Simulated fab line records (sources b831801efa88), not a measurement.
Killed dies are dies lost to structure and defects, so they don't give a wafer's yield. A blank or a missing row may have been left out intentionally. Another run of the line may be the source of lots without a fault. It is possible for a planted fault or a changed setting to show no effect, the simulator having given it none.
Split-lot study | flow sfqLine | route with 325 steps; 5 lots, 18 wafers read

ON THE SPLIT
At SFQ_TRILAYER_M1_BARC_OPEN_METAL_ETCH_054 (etches BARC in O2, target depth 125 nm, time 41.7 s), the setting timeS was moved away from the recipe's 41.7 s on 7 of the 18 wafers read, by -36.3% to +39.3%. For the rest of the wafers, this setting stayed at what the recipe calls for.

The reading is taken at the split's own step.

THE READING
KrF_of_TRILAYER_M1_LITHO_COAT_039.thkNm (the simulator's own value, which no gauge read), in nm, at SFQ_TRILAYER_M1_BARC_OPEN_METAL_ETCH_054 (etches BARC in O2, target depth 125 nm, time 41.7 s). The file gives no usual value for it. The 11 wafers here that ran the recipe average 522.8 nm, standard deviation 1.8 nm.

wafer  | tool, chamber at the split | timeS as run, s | against the recipe | KrF_of_TRILAYER_M1_LITHO_COAT_039.thkNm, nm | against lot-mates on the recipe
L077.1 | rieMetal-01, 0             | 41.7            | recipe             | 523.4                                       | -
L077.2 | rieMetal-01, 1             | 41.7            | recipe             | 525.4                                       | -
L077.3 | rieMetal-01, 1             | 41.7            | recipe             | 523.5                                       | -
L078.1 | rieMetal-02, 1             | 51.06           | +22.4%             | 513.3                                       | -10.6
L078.2 | rieMetal-02, 0             | 51.06           | +22.4%             | 511.4                                       | -12.5
L078.3 | rieMetal-02, 0             | 41.7            | recipe             | 523.6                                       | -
L078.4 | rieMetal-02, 1             | 41.7            | recipe             | 524.6                                       | -
L078.5 | rieMetal-02, 0             | 51.06           | +22.4%             | 512                                         | -11.9
L078.6 | rieMetal-02, 1             | 41.7            | recipe             | 523.4                                       | -
L079.2 | rieMetal-01, 0             | 56.09           | +34.5%             | 504.7                                       | -18.8
L079.5 | rieMetal-01, 0             | 41.7            | recipe             | 523.1                                       | -
L079.6 | rieMetal-01, 1             | 41.7            | recipe             | 523.8                                       | -
L081.2 | rieMetal-04, 1             | 58.07           | +39.3%             | 501.8                                       | -17.3
L081.4 | rieMetal-04, 1             | 41.7            | recipe             | 519.1                                       | -
L081.6 | rieMetal-04, 0             | 58.07           | +39.3%             | 500.6                                       | -18.5
L082.1 | rieMetal-04, 0             | 41.7            | recipe             | 520                                         | -
L082.2 | rieMetal-04, 1             | 41.7            | recipe             | 521.4                                       | -
L082.5 | rieMetal-04, 1             | 26.58           | -36.3%             | 540.9                                       | +20.2

FIT RESULTS
A straight line over all 18 wafers: KrF_of_TRILAYER_M1_LITHO_COAT_039.thkNm changes by -0.52 nm for each +1% of timeS; r = -0.99; the points scatter about the line by 1.7 nm.
The same after taking each lot's own level away (the mean of its wafers on the recipe; 18 wafers): -0.507 nm for each +1%; r = -0.99; scatter 1.1 nm.
Per that fit: largest timeS move, reading shift of 20 nm.
The lots' own levels span 519.10 to 524.10 nm, that is 2.7 times the standard deviation above.
So the lot-to-lot level changes the slope little: the two slopes agree.
Check: for one of the wafers moved furthest among these (+39.3%), held out of the fit, the line's prediction against its lot-mates is -20.4 nm. It came out at -17.3 nm against them.
Tool readings at the split's step, against how far the setting was moved: oesProductAu r = -0.80.

OTHER SPLITS APPLIED TO THESE WAFERS
Before the reading, these wafers also passed through other splits. Each is held against what the fit with the lots' levels taken away leaves over:
other split on the same wafers              | wafers away from the commonest value | r with KrF_of_TRILAYER_M1_LITHO_COAT_039.thkNm (lot level and that fit taken away)
SFQ_TRILAYER_INCOMING_OXIDATION_002 oxTimeS | 3                                    | +0.27
SFQ_TRILAYER_M1_DEP_SPUTTER_037 timeS       | 0                                    | -

THE WHOLE CHAIN: every reading that the file lists as answering this split, in the file's order
step                                     | what it does                                        | reading                                                                                  | change (the file's fit)                                                              | r (the file's)
SFQ_TRILAYER_M1_BARC_OPEN_METAL_ETCH_054 | etches BARC in O2, target depth 125 nm, time 41.7 s | oesProductAu                                                                             | not straight: 0.862 at the lowest setting, 0.685 at the recipe, 0.650 at the highest | not given
SFQ_TRILAYER_M1_BARC_OPEN_METAL_ETCH_054 | etches BARC in O2, target depth 125 nm, time 41.7 s | KrF_of_TRILAYER_M1_LITHO_COAT_039.thkNm (the simulator's own value, which no gauge read) | -0.515 nm for each +1% of the setting                                                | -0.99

FILE'S OWN FIT
KrF_of_TRILAYER_M1_LITHO_COAT_039.thkNm changes by -0.515 nm for each +1% of timeS, r = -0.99.
